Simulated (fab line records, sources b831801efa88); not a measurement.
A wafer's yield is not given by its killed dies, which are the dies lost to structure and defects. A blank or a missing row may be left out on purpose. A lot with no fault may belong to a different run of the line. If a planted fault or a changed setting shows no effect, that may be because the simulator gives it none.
fab line records    flow sky130
record: lots: 13  wafers: 39  last-day: 50
route steps=708 shown LDD_N@250 METAL2@501 VIA2@508 CAPM@538
lots with no fault: from the same line, run without faults
start-h: the number of hours between the record's first day and the start of the first shown wafer of the lot    wait-h: hours from the lot's prior step to this one    " unchanged from the row above    L1.1+2: one row covering several wafers at once    - no value, or no start given    * or withheld: withheld    < > ~ a bound
route shown NAME@n: a module of which the file shows steps, and the number in the route of the first    usual: mean and standard deviation over wafers with no fault    same: alike in all rows    chamber/n: place in a boat    sites: readings site by site    _std_site: how widely they spread, as a standard deviation    _edge_site: mean of outer sites minus mean of inner sites    radius-mm: for every site, how far away it sits from the centre of the wafer    mask NAME#n: copy n    behind: the most recent tool/chamber to have shaped the wafer    hold: cause of the lot's hold/its duration in hours/its outcome    device: transistor that didn't switch, given as n, p or np    end of line: tests of these same wafers at the route's end    a step without rows: its recipe alone    killed: dies lost to structure and defects at the first sort, not the wafer's yield    map: the dies of a wafer, with x for killed, . for not killed, _ for no die there
set.NAME: the setting as run; set.NAME@STEP: as run at that earlier step    model.NAME: the simulator's own value behind a step, which no gauge read
route steps across a sampled set of lots; one table per step, one row per wafer
services: when a tool's chamber went out of use (start-h, in hours from the record's first day, below 0 if earlier), for how many hours, and the reason
== steps ==
step: SKY_LDD_N_IMPLANT_13
recipe: species: BF2  energy-kev: 50  dose-cm2: 5e+12  tilt-deg: 30  rotation-deg: 90
usual: beam-energy-keV: 50.000/0.017
lot.wafer  tool          chamber  start-h  wait-h  beam-energy-keV
L834.3     implanter-01  0        424.42   0.1     50.001
L834.4     "             0        "        "       50.002
L834.5     "             0        "        "       50.002
L837.1     implanter-04  0        446.55   0.1     49.973
L837.2     "             0        "        "       50.006
L837.6     "             0        "        "       49.992
L838.2     implanter-02  0        452.74   0.1     50.014
L838.3     "             0        "        "       50.007
L838.4     "             0        "        "       50.010
L839.1     implanter-01  0        455.89   0.1     49.979
L839.3     "             0        "        "       49.980
L839.6     "             0        "        "       49.997
L840.2     implanter-01  0        468.41   0.1     50.015
L840.5     "             0        "        "       50.002
L840.6     "             0        "        "       50.034
L841.1     implanter-01  0        473.45   0.1     50.015
L841.4     "             0        "        "       49.996
L841.6     "             0        "        "       50.009
L843.2     implanter-02  0        494.86   0.1     49.997
L843.3     "             0        "        "       50.013
L843.5     "             0        "        "       50.011
L845.1     implanter-02  0        508.01   0.1     49.978
L845.2     "             0        "        "       49.994
L845.3     "             0        "        "       49.995
L847.2     implanter-01  0        521.47   0.1     55.432
L847.3     "             0        "        "       55.438
L847.4     "             0        "        "       55.422
L848.1     implanter-04  0        526.64   0.1     50.000
L848.3     "             0        "        "       49.997
L848.5     "             0        "        "       49.992
L849.3     implanter-01  0        540.16   0.1     55.444
L849.4     "             0        "        "       55.428
L849.6     "             0        "        "       55.425
L856.3     implanter-04  0        598.01   0.1     50.033
L856.4     "             0        "        "       49.990
L856.5     "             0        "        "       50.002
L857.1     implanter-04  0        601.74   0.1     49.993
L857.3     "             0        "        "       49.987
L857.5     "             0        "        "       49.993
step: SKY_METAL2_ETCH_18
recipe: chemistry: N2/H2  target: BARC  ion-energy-ev: 200  bias-w: 100  pressure-mtorr: 30  n2-flow-sccm: 100  h2-flow-sccm: 200  icp-w: 500  stop-on: SiO2  time-s: 45.9  target-depth-a: 600
usual: drypump-motor-current-A: 5.7/0.42  oes-product-au: 0.854/0.0049  throttle-valve-pct: 13.226/0.009
lot.wafer  tool          chamber  start-h  wait-h  drypump-motor-current-A  oes-product-au  rf-hours-counter-h  throttle-valve-pct
L834.3     rie-metal-03  0        838.10   0.0     5.3                      0.857           -                   13.213
L834.4     "             1        "        "       6.0                      0.850           -                   13.225
L834.5     "             0        "        "       5.3                      0.858           -                   13.230
L837.1     rie-metal-01  0        858.69   0.0     5.1                      0.846           1                   13.220
L837.2     "             1        "        "       6.0                      0.847           12                  13.233
L837.6     "             1        "        "       5.9                      0.852           -                   13.224
L838.2     rie-metal-02  1        863.67   0.0     5.9                      0.851           13                  13.226
L838.3     "             0        "        "       6.2                      0.854           -                   13.232
L838.4     "             1        "        "       5.8                      0.851           -                   13.214
L839.1     rie-metal-02  1        865.32   0.0     5.8                      0.850           13                  13.214
L839.3     "             0        "        "       6.2                      0.849           -                   13.242
L839.6     "             1        "        "       5.9                      0.852           -                   13.214
L840.2     rie-metal-02  0        877.27   0.0     6.3                      0.858           6                   13.228
L840.5     "             1        "        "       5.8                      0.852           -                   13.223
L840.6     "             0        "        "       6.3                      0.857           -                   13.231
L841.1     rie-metal-01  1        880.67   0.0     6.0                      0.855           13                  13.228
L841.4     "             0        "        "       5.1                      0.860           -                   13.229
L841.6     "             1        "        "       5.9                      0.862           -                   13.217
L843.2     rie-metal-02  1        897.97   0.0     5.9                      0.851           14                  13.228
L843.3     "             1        "        "       5.9                      0.858           -                   13.235
L843.5     "             0        "        "       6.2                      0.851           -                   13.215
L845.1     rie-metal-03  1        907.97   0.0     6.0                      0.859           5                   13.223
L845.2     "             0        "        "       5.3                      0.858           0                   13.214
L845.3     "             0        "        "       5.3                      0.852           -                   13.230
L848.1     rie-metal-01  1        927.82   0.0     6.0                      0.859           15                  13.237
L848.3     "             1        "        "       5.9                      0.869           -                   13.221
L848.5     "             1        "        "       5.9                      0.863           -                   13.219
L847.2     rie-metal-01  1        929.14   0.0     5.9                      0.860           15                  13.221
L847.3     "             1        "        "       5.9                      0.863           -                   13.238
L847.4     "             0        "        "       5.1                      0.848           -                   13.217
L849.3     rie-metal-01  1        936.06   0.0     5.9                      0.850           -                   13.231
L849.4     "             0        "        "       5.1                      0.844           -                   13.227
L849.6     "             0        "        "       5.1                      0.854           -                   13.224
L856.3     rie-metal-01  1        983.30   0.0     5.9                      0.857           -                   13.228
L856.4     "             0        "        "       5.1                      0.848           -                   13.218
L856.5     "             1        "        "       5.9                      0.859           -                   13.211
L857.1     rie-metal-02  0        987.19   0.0     6.3                      0.851           11                  13.216
L857.3     "             1        "        "       5.9                      0.862           -                   13.222
L857.5     "             1        "        "       5.8                      0.851           -                   13.240
step: SKY_VIA2_THK_MEAS_01
recipe: reads: SiO2_of_VIA2_HDPCVD_00
usual: VIA2_HDPCVD_THK: 1165/16
lot.wafer  tool           chamber  start-h  wait-h  VIA2_HDPCVD_THK[nm]
L834.3     film-metro-03  -        839.00   0.1     1167
L834.4     "              -        "        "       1154
L834.5     "              -        "        "       1161
L837.1     film-metro-04  -        859.57   0.1     1190
L837.2     "              -        "        "       1172
L837.6     "              -        "        "       1187
L838.2     film-metro-04  -        864.62   0.1     1160
L838.3     "              -        "        "       1151
L838.4     "              -        "        "       1150
L839.1     film-metro-03  -        866.20   0.1     1151
L839.3     "              -        "        "       1154
L839.6     "              -        "        "       1157
L840.2     film-metro-03  -        878.22   0.1     1157
L840.5     "              -        "        "       1181
L840.6     "              -        "        "       1160
L841.1     film-metro-04  -        881.54   0.1     1175
L841.4     "              -        "        "       1161
L841.6     "              -        "        "       1184
L843.2     film-metro-04  -        898.89   0.1     1149
L843.3     "              -        "        "       1166
L843.5     "              -        "        "       1160
L845.1     film-metro-01  -        908.85   0.1     1133
L845.2     "              -        "        "       1169
L845.3     "              -        "        "       1173
L848.1     film-metro-04  -        928.69   0.1     1186
L848.3     "              -        "        "       1158
L848.5     "              -        "        "       1176
L847.2     film-metro-03  -        930.03   0.1     1184
L847.3     "              -        "        "       1181
L847.4     "              -        "        "       1190
L849.3     film-metro-03  -        936.97   0.1     1193
L849.4     "              -        "        "       1172
L849.6     "              -        "        "       1146
L856.3     film-metro-03  -        984.21   0.1     1163
L856.4     "              -        "        "       1162
L856.5     "              -        "        "       1158
L857.1     film-metro-01  -        988.11   0.1     1161
L857.3     "              -        "        "       1140
L857.5     "              -        "        "       1174
step: SKY_CAPM_THK_MEAS_01
recipe: reads: SiO2_of_CAPM_CVD_00
usual: CAPM_CVD_00_THK: 15.55/0.27
lot.wafer  tool           chamber  start-h  wait-h  CAPM_CVD_00_THK[nm]
L834.3     film-metro-03  -        867.56   -       15.47
L834.4     "              -        "        "       15.61
L834.5     "              -        "        "       15.81
L837.1     film-metro-04  -        888.35   -       15.66
L837.2     "              -        "        "       15.34
L837.6     "              -        "        "       15.82
L838.2     film-metro-04  -        892.74   -       15.03
L838.3     "              -        "        "       15.35
L838.4     "              -        "        "       15.23
L839.1     film-metro-04  -        894.50   -       15.62
L839.3     "              -        "        "       15.34
L839.6     "              -        "        "       15.51
L840.2     film-metro-04  -        905.65   -       15.46
L840.5     "              -        "        "       15.52
L840.6     "              -        "        "       15.50
L841.1     film-metro-02  -        909.37   -       15.29
L841.4     "              -        "        "       15.79
L841.6     "              -        "        "       15.97
L843.2     film-metro-04  -        925.38   -       15.38
L843.3     "              -        "        "       15.34
L843.5     "              -        "        "       15.71
L845.1     film-metro-03  -        935.50   -       15.42
L845.2     "              -        "        "       15.46
L845.3     "              -        "        "       15.35
L848.1     film-metro-03  -        955.10   -       15.26
L848.3     "              -        "        "       14.98
L848.5     "              -        "        "       15.47
L847.2     film-metro-03  -        956.18   -       15.10
L847.3     "              -        "        "       15.49
L847.4     "              -        "        "       15.24
L849.3     film-metro-03  -        963.39   -       15.81
L849.4     "              -        "        "       15.56
L849.6     "              -        "        "       16.34
L856.3     film-metro-04  -        1009.66  -       15.52
L856.4     "              -        "        "       15.96
L856.5     "              -        "        "       15.62
L857.1     film-metro-03  -        1013.89  -       15.24
L857.3     "              -        "        "       15.57
L857.5     "              -        "        "       16.45
== services ==
tool          chamber  start-h  hours  kind
rie-metal-02  -        405.99   0.3    repair
implanter-04  -        421.08   4.0    pm
rie-metal-01  -        421.09   4.0    pm
implanter-01  -        432.44   3.0    pm
rie-metal-01  0        464.38   5.8    repair
rie-metal-01  -        495.66   2.0    repair
implanter-01  -        502.54   2.8    repair
implanter-01  -        552.13   5.5    repair
rie-metal-02  0        556.23   24.4   repair
implanter-04  -        602.23   4.7    repair
implanter-04  -        625.78   9.0    repair
implanter-01  -        671.43   41.6   pm
rie-metal-02  1        693.76   24.0   repair
implanter-04  -        703.49   2.9    repair
implanter-04  -        705.29   16.1   repair
rie-metal-02  -        742.88   1.7    repair
implanter-01  -        747.89   4.7    pm
rie-metal-01  0        761.55   1.1    repair
rie-metal-02  -        810.71   0.8    repair
rie-metal-02  -        812.68   0.4    repair
implanter-01  -        833.21   1.2    repair
rie-metal-01  0        865.41   6.5    repair
rie-metal-02  1        882.80   4.5    repair
implanter-04  -        884.71   6.8    pm
== key ==
first-sign: step: SKY_LDD_N_IMPLANT_13  reading: beam-energy-keV  direction: up  sigmas: 99+  usual: *  struck: *
effect none on later readings
met-at SKY_LDD_N_IMPLANT_13
struck-lots L847,L849
tester-left-out L847,L849
not-acting-at SKY_METAL2_ETCH_18,SKY_VIA2_THK_MEAS_01,SKY_CAPM_THK_MEAS_01
onset-between 473.45 521.47
fault: kind: process-parameter-drift  tool: implanter-01  chamber: -  onset-h: 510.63  steps: SKY_LDD_N_IMPLANT_13  channel: energy-kev  offset: *  shape: step  end-h: 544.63  acts-in: *  stated: *
tester-left-out: of these lots the tester's yield and bins aren't shown, on N5 and GAA mostly nor the transistor test; their killed dies are dies lost to structure and defects alone, not to doping, threshold or leakage, so they don't give the yield
